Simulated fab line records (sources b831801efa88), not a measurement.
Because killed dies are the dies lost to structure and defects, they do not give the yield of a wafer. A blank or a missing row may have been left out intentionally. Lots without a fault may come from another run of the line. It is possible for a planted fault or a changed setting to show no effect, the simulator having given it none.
What tool caused it? + flow gf180mcu + 6 lots, 18 wafers sampled, at 3 steps of a route of 602

## WHAT EACH GAUGE READ, for each wafer
GF_CONTACT_CD_MEAS_14 targets a cd of 220 nm.
| lot  | measured     | on        | cd-nm (nm)        |
|------|--------------|-----------|-------------------|
| L641 | day 17 02:11 | cd-sem-01 | 223.4 221.2 221.4 |
| L643 | day 17 15:39 | cd-sem-02 | 222.6 221.4 220.9 |
| L645 | day 18 17:45 | cd-sem-01 | 221.5 220.8 220.7 |
| L651 | day 21 01:12 | cd-sem-01 | 213.0 212.7 213.7 |
| L655 | day 22 09:47 | cd-sem-01 | 221.2 221.1 219.3 |
| L659 | day 24 00:03 | cd-sem-02 | 222.2 221.6 222.6 |

## EACH LOT AND THE TOOL THAT RAN IT (in order: tool; ch and the chambers of the sampled wafers; start)
| lot  | GF_CONTACT_CMP_04             | GF_CONTACT_PEB_12                 |
|------|-------------------------------|-----------------------------------|
| L641 | cmp-01 ch 0,1,3, day 16 02:50 | litho-track-04 ch 0, day 17 01:50 |
| L643 | cmp-02 ch 0,2,3, day 16 17:54 | litho-track-02 ch 0, day 17 15:19 |
| L645 | cmp-02 ch 0,3, day 17 17:16   | litho-track-02 ch 0, day 18 17:25 |
| L651 | cmp-02 ch 0,1,2, day 20 00:47 | litho-track-02 ch 0, day 21 00:52 |
| L655 | cmp-02 ch 1,2,3, day 21 09:45 | litho-track-04 ch 0, day 22 09:26 |
| L659 | cmp-02 ch 0,1, day 23 01:01   | litho-track-02 ch 0, day 23 23:43 |
- GF_CONTACT_CMP_04: polishes SiO2.
- GF_CONTACT_PEB_12: peb time 90 s.

## THE ANSWER, worked out from the rows above alone
Rule: the lots themselves supply what counts as usual. The widest of any qualifying gaps counts: lots, ordered by their means at a reading, are off when they make up no more than a third of the lots, leave a main group of 4 or more, and stand apart from it by 3 or more times the standard deviation of that group's means. A main group is skipped when, at the precision printed for the reading in the tables above, its means are all equal. Also off: a lot with no number at a reading for which 4 or more lots have one. Any other lot the step has rows for is counted as sound.
Off: L651 (GF_CONTACT_CD_MEAS_14, cd-nm). The main group has a mean of 221.5 nm with a standard deviation of 0.61.
A tool fits if, at a process step before that reading, it ran every lot that is off, and no sound lot after the first of them. The gauges at GF_CONTACT_CD_MEAS_14 are tried like those tools. Not one of the candidates tried fits.

## WHAT THE SIMULATOR HAD PUT IN
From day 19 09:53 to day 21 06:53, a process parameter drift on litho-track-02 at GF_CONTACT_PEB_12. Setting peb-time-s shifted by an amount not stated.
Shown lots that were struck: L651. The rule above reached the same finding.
